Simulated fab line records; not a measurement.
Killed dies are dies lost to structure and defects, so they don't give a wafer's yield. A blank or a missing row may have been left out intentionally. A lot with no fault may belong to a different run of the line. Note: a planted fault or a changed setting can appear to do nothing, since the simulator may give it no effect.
The tool behind it: which one?	flow sky130	14 lots with 42 wafers sampled at 5 steps, on a route of 708 steps

WHAT THE GAUGES SHOWED, per wafer
SKY_LDD_P_OVL_MEAS_08. Usual: for LDD_P_OVL the level is 1.5 nm and the standard deviation is 1.4.
lot	measured	on	LDD_P_OVL (nm)	flag
L352	day 19 14:43	overlay-02	-0.5 1.7 2.1	
L353	day 20 04:55	overlay-01	1.5 0.1 1.9	
L354	day 20 07:43	overlay-02	1.5 0.1 0.1	
L355	day 20 17:50	overlay-01	0.7 2.0 -0.1	
L356	day 21 05:41	overlay-02	2.7 1.3 0.8	
L357	day 21 09:56	overlay-01	3.5 -0.2 1.8	
L359	day 22 10:53	overlay-02	0.8 0.5 0.9	
L360	day 22 20:08	overlay-01	2.9 0.9 1.5	
L361	day 23 01:35	overlay-01	0.9 -0.5 1.8	
L362	day 23 07:53	overlay-01	0.4 -1.5 1.8	
L370	day 26 00:29	overlay-01	-0.3 2.0 0.7	
L371	day 26 04:41	overlay-02	-0.2 0.4 1.1	
L373	day 27 07:07	overlay-01	2.8 3.3 1.1	
L375	day 27 12:05	overlay-01	0.4 1.0 1.2	

SKY_SPACER_THK_MEAS_01. Usual: for SPACER_CVD_00_THK the level is 43.2 nm and the standard deviation is 0.3.
lot	measured	on	SPACER_CVD_00_THK (nm)	flag
L352	day 23 15:17	film metro-01	43.4 43.0 42.9	
L353	day 24 03:58	film metro-02	43.0 43.3 43.1	
L354	day 24 06:13	film metro-02	43.2 43.3 43.6	
L355	day 24 20:25	film metro-02	43.2 43.3 43.1	
L356	day 25 06:22	film metro-01	43.8 43.5 43.5	
L357	day 25 08:27	film metro-02	43.2 43.2 43.5	
L359	day 26 08:59	film metro-01	42.7 42.8 42.9	
L360	day 26 18:04	film metro-02	43.0 42.9 42.9	
L361	day 27 01:49	film metro-01	43.3 43.1 43.1	
L362	day 27 05:14	film metro-02	43.1 43.4 43.2	
L370	day 29 21:33	film metro-01	42.9 43.1 43.3	
L371	day 30 02:57	film metro-02	43.5 43.4 43.1	
L373	day 31 00:37	film metro-03	43.4 43.3 43.6	
L375	day 31 05:23	film metro-02	43.5 43.4 43.4	

SKY_SD_P_TW_MEAS_11. Usual: for SD_P_TW the level is 2818 and the standard deviation is 26.
lot	measured	on	SD_P_TW	flag
L352	day 26 04:41	film metro-01	2794 2801 2789	
L353	day 26 16:40	film metro-01	2797 2794 2772	
L354	day 26 20:16	film metro-04	2841 2848 2837	
L355	day 27 09:31	film metro-03	2837 2821 2815	
L356	day 27 18:31	film metro-01	2784 2792 2781	
L357	day 27 20:15	film metro-04	2831 2826 2834	
L359	day 28 20:20	film metro-03	2815 2818 2837	
L360	day 29 05:31	film metro-01	2769 2783 2803	
L361	day 29 12:35	film metro-04	2847 2850 2858	
L362	day 29 16:28	film metro-03	2844 2838 2832	
L370	day 32 06:59	film metro-01	29 29 29	OFF
L371	day 32 13:01	film metro-03	30 30 30	OFF
L373	day 33 08:37	film metro-03	2837 2816 2833	
L375	day 33 12:47	film metro-01	2784 2787 2777	

SKY_RES_XHIGH_TW_MEAS_09. Usual: for RES_XHIGH_TW the level is 1635 and the standard deviation is 16.
lot	measured	on	RES_XHIGH_TW	flag
L352	day 27 10:55	film metro-03	1640 1642 1632	
L353	day 27 22:51	film metro-04	1645 1641 1646	
L354	day 28 02:09	film metro-03	1633 1636 1647	
L355	day 28 15:54	film metro-03	1629 1630 1632	
L356	day 29 00:19	film metro-04	1650 1653 1646	
L357	day 29 02:03	film metro-04	1643 1645 1650	
L359	day 30 00:43	film metro-04	1636 1634 1650	
L360	day 30 09:19	film metro-03	1655 1657 1662	
L361	day 30 16:26	film metro-04	1641 1645 1641	
L362	day 30 21:14	film metro-04	1639 1638 1647	
L370	day 33 11:08	film metro-01	1616 1618 1624	
L371	day 33 16:10	film metro-04	1660 1643 1640	
L373	day 34 11:51	film metro-01	1613 1612 1608	
L375	day 34 16:22	film metro-03	1632 1644 1644	

EACH LOT AND THE TOOL THAT RAN IT (in order: tool; ch and the chambers of the sampled wafers; start)
lot	SKY_SD_P_DEVELOP_06
L352	litho track-03 ch 0, day 26 04:08
L353	litho track-03 ch 0, day 26 16:07
L354	litho track-04 ch 0, day 26 19:42
L355	litho track-04 ch 0, day 27 08:57
L356	litho track-02 ch 0, day 27 17:58
L357	litho track-02 ch 0, day 27 19:44
L359	litho track-04 ch 0, day 28 19:48
L360	litho track-03 ch 0, day 29 04:58
L361	litho track-02 ch 0, day 29 12:02
L362	litho track-04 ch 0, day 29 15:56
L370	litho track-04 ch 0, day 32 06:27
L371	litho track-04 ch 0, day 32 12:27
L373	litho track-03 ch 0, day 33 08:04
L375	litho track-03 ch 0, day 33 12:14
- SKY_SD_P_DEVELOP_06: develop time 60 s.

WHAT THE TOOLS THEMSELVES READ (means of the sampled wafers that have a number; where no wafer has one, the mark that the record gives instead)
The record holds no such reading with a usual standard deviation.

THE ANSWER, worked out from the rows above alone
Rule: lot off if the mean of its wafers having a number is beyond 3 standard deviations from the usual mean. Also off: a lot with no number at a reading for which 4 or more lots have one. All remaining lots with rows at the step are treated as sound. The gauges are gone through in route order, then the tools' own readings, and for those a lot's mean is taken as printed above. At the first step where some lot is off, the reading lying furthest off is the one used; lots without a number count as furthest.
Off: L370, L371, seen at SKY_SD_P_TW_MEAS_11 (SD_P_TW).
If a tool, at a process step before that reading, ran all the lots that are off and no sound lot after the first of them, it fits. Those tools and the gauges at SKY_SD_P_TW_MEAS_11 are tried in the same way. One fits: litho track-04 at SKY_SD_P_DEVELOP_06. Its last sound lot is L362 (day 29 15:56), its first lot that is off L370 (day 32 06:27): a fault that began between those two fits.

WHAT THE SIMULATOR PUT IN
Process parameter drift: litho track-04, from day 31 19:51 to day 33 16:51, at SKY_SD_P_DEVELOP_06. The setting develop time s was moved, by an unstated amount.
Shown lots that were struck: L370, L371. This agrees with what the rule above found.
